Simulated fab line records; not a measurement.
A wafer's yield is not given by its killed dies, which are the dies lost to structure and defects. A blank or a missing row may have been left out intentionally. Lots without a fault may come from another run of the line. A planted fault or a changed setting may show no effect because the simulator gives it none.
What tool caused it?    flow gf180mcu    11 lots with 33 wafers sampled at 7 steps, on a route of 602 steps

## WHAT THE GAUGES READ, wafer by wafer
GF_CONTACT_OVL_MEAS_15.
lot   measured      on          CONTACT_OVL (nm)
L549  day 16 02:23  overlay-02  -11 -10 -1
L551  day 16 20:52  overlay-01  -6 -9 -3
L553  day 17 11:59  overlay-02  -5 1 -7
L555  day 18 07:18  overlay-02  5 2 -2
L561  day 20 15:51  overlay-02  -4 -2 2
L562  day 21 09:29  overlay-02  1 6 -5
L563  day 21 10:20  overlay-01  -3 -7 -3
L566  day 22 08:49  overlay-02  6 -10 9
L569  day 23 08:31  overlay-02  2 2 10
L570  day 23 16:32  overlay-02  -3 -4 -16
L571  day 24 01:35  overlay-02  2 -4 5

GF_CONTACT_RS_MEAS_25: measures by four-point-probe.
lot   measured      on            CONTACT_W_RS (ohm/sq)
L549  day 16 03:06  filmMetro-03  0.389 0.384 0.386
L551  day 16 21:34  filmMetro-04  0.386 0.389 0.387
L553  day 17 12:41  filmMetro-04  0.381 0.385 0.386
L555  day 18 08:00  filmMetro-03  0.378 0.376 0.380
L561  day 20 16:34  filmMetro-04  0.388 0.386 0.389
L562  day 21 10:11  filmMetro-02  0.384 0.381 0.384
L563  day 21 11:02  filmMetro-03  0.387 0.380 0.382
L566  day 22 09:37  filmMetro-03  0.382 0.379 0.383
L569  day 23 09:25  filmMetro-03  0.385 0.383 0.331 0.386 0.383 0.331
L570  day 23 17:16  filmMetro-04  0.330 0.378 0.378 0.330 0.378 0.378
L571  day 24 02:17  filmMetro-04  0.388 0.388 0.386

GF_CONTACT_THK_MEAS_26: measures by xrf.
lot   measured      on            CONTACT_W_THK (nm)
L549  day 16 03:13  filmMetro-03  291 293 293
L551  day 16 21:41  filmMetro-04  298 297 296
L553  day 17 12:48  filmMetro-04  300 296 295
L555  day 18 08:07  filmMetro-03  297 300 297
L561  day 20 16:40  filmMetro-04  291 294 290
L562  day 21 10:18  filmMetro-02  290 291 293
L563  day 21 11:09  filmMetro-03  292 297 296
L566  day 22 09:44  filmMetro-03  293 297 294
L569  day 23 14:23  filmMetro-03  293 295 340 293 295 339
L570  day 23 20:16  filmMetro-04  344 300 301 343 299 300
L571  day 24 02:24  filmMetro-04  294 293 292

GF_M1_THK_MEAS_06: measures by xrf.
lot   measured      on            M1_ALCU_THK (nm)
L549  day 16 03:55  filmMetro-01  440 438 438
L551  day 16 22:23  filmMetro-03  441 442 452
L553  day 17 13:30  filmMetro-03  445 446 447
L555  day 18 08:49  filmMetro-02  449 452 452
L561  day 20 17:22  filmMetro-01  446 450 451
L562  day 21 11:01  filmMetro-02  437 438 432
L563  day 21 11:51  filmMetro-02  442 445 450
L566  day 22 10:26  filmMetro-03  443 448 439
L569  day 23 18:29  filmMetro-02  440 440 442
L570  day 24 03:46  filmMetro-01  451 442 442
L571  day 24 03:06  filmMetro-01  443 450 444

## WHICH TOOL RAN EACH LOT (tool, then ch and the chambers of the sampled wafers, then the start)
lot   GF_CONTACT_CVD_24             GF_CONTACT_CMP_27              GF_M1_SPUTTER_02
L549  cvdW-02 ch 0,1, day 16 02:59  cmp-02 ch 0,1,2, day 16 03:19  pvdSputter-03, day 16 03:41
L551  cvdW-02 ch 0,1, day 16 21:28  cmp-02 ch 0,1,2, day 16 21:48  pvdSputter-02, day 16 22:11
L553  cvdW-01 ch 0,1, day 17 12:35  cmp-01 ch 0,1,2, day 17 12:52  pvdSputter-03, day 17 13:17
L555  cvdW-02 ch 0,1, day 18 07:54  cmp-01 ch 0,2, day 18 08:14    pvdSputter-04, day 18 08:37
L561  cvdW-01 ch 0,1, day 20 16:26  cmp-02 ch 0,1,2, day 20 16:49  pvdSputter-04, day 20 17:09
L562  cvdW-01 ch 0,1, day 21 10:05  cmp-02 ch 1,2,3, day 21 10:25  pvdSputter-03, day 21 10:47
L563  cvdW-01 ch 0,1, day 21 10:55  cmp-01 ch 0,3, day 21 11:12    pvdSputter-02, day 21 11:38
L566  cvdW-02 ch 0,1, day 22 09:31  cmp-01 ch 0,2,3, day 22 09:50  pvdSputter-04, day 22 10:13
L569  cvdW-02 ch 0,1, day 23 09:19  cmp-01 ch 1,2, day 23 17:54    pvdSputter-03, day 23 18:17
L570  cvdW-02 ch 0,1, day 23 17:10  cmp-01 ch 1,2,3, day 23 22:56  pvdSputter-04, day 24 03:33
L571  cvdW-01 ch 0,1, day 24 02:11  cmp-01 ch 1,2,3, day 24 02:34  pvdSputter-02, day 24 02:53
- GF_CONTACT_CVD_24: deposits W, target thk 300 nm, time 90.339 s.
- GF_CONTACT_CMP_27: polishes, stops on SiO2, t overpolish 15 s, target thk 0 nm.
- GF_M1_SPUTTER_02: material AlCu, target thk 450 nm, time 23.9 s.

## WHAT THE TOOLS THEMSELVES READ (means of the sampled wafers that have a number; where no wafer has one, the mark that the record gives instead)
GF_CONTACT_CVD_24.
lot   tool     heaterPowerW (W)  susceptorTempC (C)
L549  cvdW-02  956               399.95
L551  cvdW-02  986               399.83
L553  cvdW-01  805               399.96
L555  cvdW-02  937               400.10
L561  cvdW-01  850               400.00
L562  cvdW-01  810               399.63
L563  cvdW-01  834               399.93
L566  cvdW-02  936               400.00
L569  cvdW-02  956               402.99
L570  cvdW-02  943               402.85
L571  cvdW-01  814               399.89

GF_CONTACT_CMP_27.
lot   tool    motorCurrentA (A)  timeToEndpointS (s)
L549  cmp-02  10.6               73.5
L551  cmp-02  10.5               74.6
L553  cmp-01  11.2               77.1
L555  cmp-01  11.5               71.8
L561  cmp-02  10.9               70.8
L562  cmp-02  11.3               74.0
L563  cmp-01  12.0               67.6
L566  cmp-01  11.0               74.8
L569  cmp-01  10.8               80.0
L570  cmp-01  10.7               77.1
L571  cmp-01  10.9               74.0

GF_M1_SPUTTER_02.
lot   tool           chamberPressurePa (Pa)  throttleValvePct (%)
L549  pvdSputter-03  0.3996                  30.7
L551  pvdSputter-02  0.4015                  31.1
L553  pvdSputter-03  0.4011                  29.1
L555  pvdSputter-04  0.3994                  29.6
L561  pvdSputter-04  0.3997                  30.9
L562  pvdSputter-03  0.4003                  29.6
L563  pvdSputter-02  0.4000                  30.9
L566  pvdSputter-04  0.4001                  30.1
L569  pvdSputter-03  0.3999                  29.8
L570  pvdSputter-04  0.4000                  30.0
L571  pvdSputter-02  0.3991                  31.3

## THE ANSWER, worked out from the rows above alone
Rule: the lots themselves supply what counts as usual. Put in order of their means at a reading, lots are off if they are a third of the lots or fewer, leave a main group of 4 or more, and stand apart from it by a gap of 3 or more times the standard deviation of the main group's means; of several such gaps the widest counts. A main group whose means are all the same, to the digits that the tables above print for the reading, isn't used. A lot without any number at a reading at which 4 lots or more have one is off too. All remaining lots with rows at the step are treated as sound. The gauges are gone through in route order, then the tools' own readings, and for those a lot's mean is taken as printed above. At the first step where some lot is off, the reading lying furthest off is the one used; lots without a number count as furthest.
Off: at GF_CONTACT_RS_MEAS_25 (CONTACT_W_RS), L569, L570. For the main group the mean is 0.384 ohm/sq and the standard deviation 0.0031.
A tool fits if, at a process step before that reading, it ran every lot that is off, and no sound lot after the first of them. The gauges at GF_CONTACT_RS_MEAS_25 aren't tried: what is off there is off at GF_CONTACT_CVD_24 too, on other tools, and a gauge's error can't cause that. One fits: GF_CONTACT_CVD_24 on cvdW-02. A fault onset in the window from L566 (day 22 09:31, its last sound lot) to L569 (day 23 09:19, its first lot off) fits.
The tool's own readings at GF_CONTACT_CVD_24 bear it out: on the lots that are off they differ by more than 5 times the standard deviation of the sound lots' means. susceptorTempC reads 402.92 C there against 399.92 C on the sound lots.

## WHAT THE SIMULATOR HAD INSERTED
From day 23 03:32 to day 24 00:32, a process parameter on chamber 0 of cvdW-02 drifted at GF_CONTACT_CVD_24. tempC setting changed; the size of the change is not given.
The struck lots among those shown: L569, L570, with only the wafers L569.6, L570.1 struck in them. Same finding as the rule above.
